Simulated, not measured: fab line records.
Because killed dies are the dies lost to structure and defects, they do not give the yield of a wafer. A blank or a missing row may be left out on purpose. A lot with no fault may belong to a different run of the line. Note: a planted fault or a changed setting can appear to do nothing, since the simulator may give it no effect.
Struck lot and sound lot, side by side -- flow sky130 -- 29 steps out of a route of 708
Sound: these wafers, L439.4, L439.5, L439.6. The struck wafers were L454.2, L454.3, L454.5. At the end, the cause is stated.
Order at every step that has rows: each side's tool, ch and its chambers, its first start. Under that, the readings that differ: sound wafers -- struck wafers -- difference of the means -- sigmas: that difference in standard deviations of wafers without a fault.
alike: readings whose means differ by less than 2 such deviations, and words and numbers that are the same on both sides. not compared: withheld readings, readings that some wafer has no value for, bounds like >300 that may hide the same value, and numbers for which the record gives no deviation and whose values overlap.
A row with sigmas, a row that says differs or no value, or rows on one side alone: a step with any of these is where the two part. Numbers that have no deviation but don't overlap get no sigmas and don't part them. Lack of a reading on every wafer of one side parts them only where that side has two or more wafers.

SKY_PWDE_STRIP_09: strips in O2/N2.
  sound on plasmaAsher-01 ch 0,1, day 4 04:27; struck on plasmaAsher-01 ch 0,1, day 7 21:13
reading,sound,struck,difference,sigmas
stripTimeToEndpointS (s),36.83 36.76 36.77,37.07 37.04 36.98,+0.24,+3
  alike: drypumpMotorCurrentA, oesProductAu
  not compared: rfHoursCounterH
SKY_PWDE_TW_MEAS_10:
  sound on filmMetro-04 at day 4 04:32; struck on filmMetro-02 at day 7 21:19
reading,sound,struck,difference,sigmas
PWDE_TW,380.3 381.9 382.1,374.2 374.8 374.2,-7.0,-4
then, 7 steps without rows for these wafers: SKY_NWELL_DEHYDRATE_03 (time 60 s); SKY_NWELL_HMDS_04 (prime time 60 s); SKY_NWELL_COAT_05 (resist thk 3000 nm); SKY_NWELL_SOFTBAKE_06; SKY_NWELL_EXPOSE_07 (exposes mask NWM, target cd 840 nm); SKY_NWELL_PEB_08; SKY_NWELL_DEVELOP_09 (develop time 60 s).
SKY_NWELL_OVL_MEAS_10:
  sound on overlay-01 at day 4 21:02; struck on overlay-02 at day 8 18:28
  alike: NWELL_00_OVL
then, 2 steps without rows for these wafers: SKY_NWELL_IMPLANT_11; SKY_NWELL_IMPLANT_12.
SKY_NWELL_IMPLANT_13:
  sound on implanter-03 ch 0, day 4 21:31; struck on implanter-03, day 8 18:49
  no value came back on the struck wafers for beamEnergyKeV, beamOnS (s); on the sound wafers beamEnergyKeV reads 49.981 49.994 49.999
SKY_NWELL_STRIP_14: strips in O2/N2.
  sound on plasmaAsher-03 ch 0,1, day 4 21:37; struck on plasmaAsher-04 ch 0,1, day 8 18:57
  alike: drypumpMotorCurrentA, oesProductAu, stripTimeToEndpointS
  not compared: rfHoursCounterH
SKY_NWELL_TW_MEAS_15:
  sound on filmMetro-03 at day 4 21:43; struck on filmMetro-04 at day 8 19:04
  alike: NWELL_TW
then, 7 steps without rows for these wafers: SKY_NWELL_DEHYDRATE_16 (time 60 s); SKY_NWELL_HMDS_17 (prime time 60 s); SKY_NWELL_COAT_18 (resist thk 3000 nm); SKY_NWELL_SOFTBAKE_19; SKY_NWELL_EXPOSE_20 (exposes mask NWM COMPLEMENT, target cd 840 nm); SKY_NWELL_PEB_21; SKY_NWELL_DEVELOP_22 (develop time 60 s).
SKY_NWELL_OVL_MEAS_23:
  sound on overlay-02 at day 5 14:50; struck on overlay-02 at day 9 15:52
  alike: NWELL_01_OVL
next, for these wafers, 1 step has no rows: SKY_NWELL_IMPLANT_24.
SKY_NWELL_STRIP_25: strips in O2/N2.
  sound on plasmaAsher-02 ch 0,1, day 5 15:03; struck on plasmaAsher-02 ch 0,1, day 9 16:03
  alike: drypumpMotorCurrentA, oesProductAu, stripTimeToEndpointS
  not compared: rfHoursCounterH
SKY_NWELL_TW_MEAS_26:
  sound on filmMetro-03 at day 5 15:08; struck on filmMetro-02 at day 9 16:10
  alike: NWELL_2_TW
then, 1 step without rows for these wafers: SKY_NWELL_CLEAN_27 (cleans in SC1/SC2, time 150 s).
SKY_NWELL_RTA_28: time 30 s.
  sound on rtpAnneal-01 ch 0, day 5 15:17; struck on rtpAnneal-02 ch 0, day 9 16:16
  alike: lampPowerPct, wafer_temp_C_max
SKY_NWELL_RS_MEAS_29: measurement is done with a four-point probe.
  sound on filmMetro-02 at day 5 15:23; struck on filmMetro-04 at day 9 16:23
reading,sound,struck,difference,sigmas
NWELL_RS (ohm/sq),624.3 622.6 623.6,652.2 654.1 653.3,+29.7,+15

## WHERE THEY PART
First at SKY_PWDE_STRIP_09; last, within this record, at SKY_NWELL_RS_MEAS_29.

WHY: the cause the simulator had injected
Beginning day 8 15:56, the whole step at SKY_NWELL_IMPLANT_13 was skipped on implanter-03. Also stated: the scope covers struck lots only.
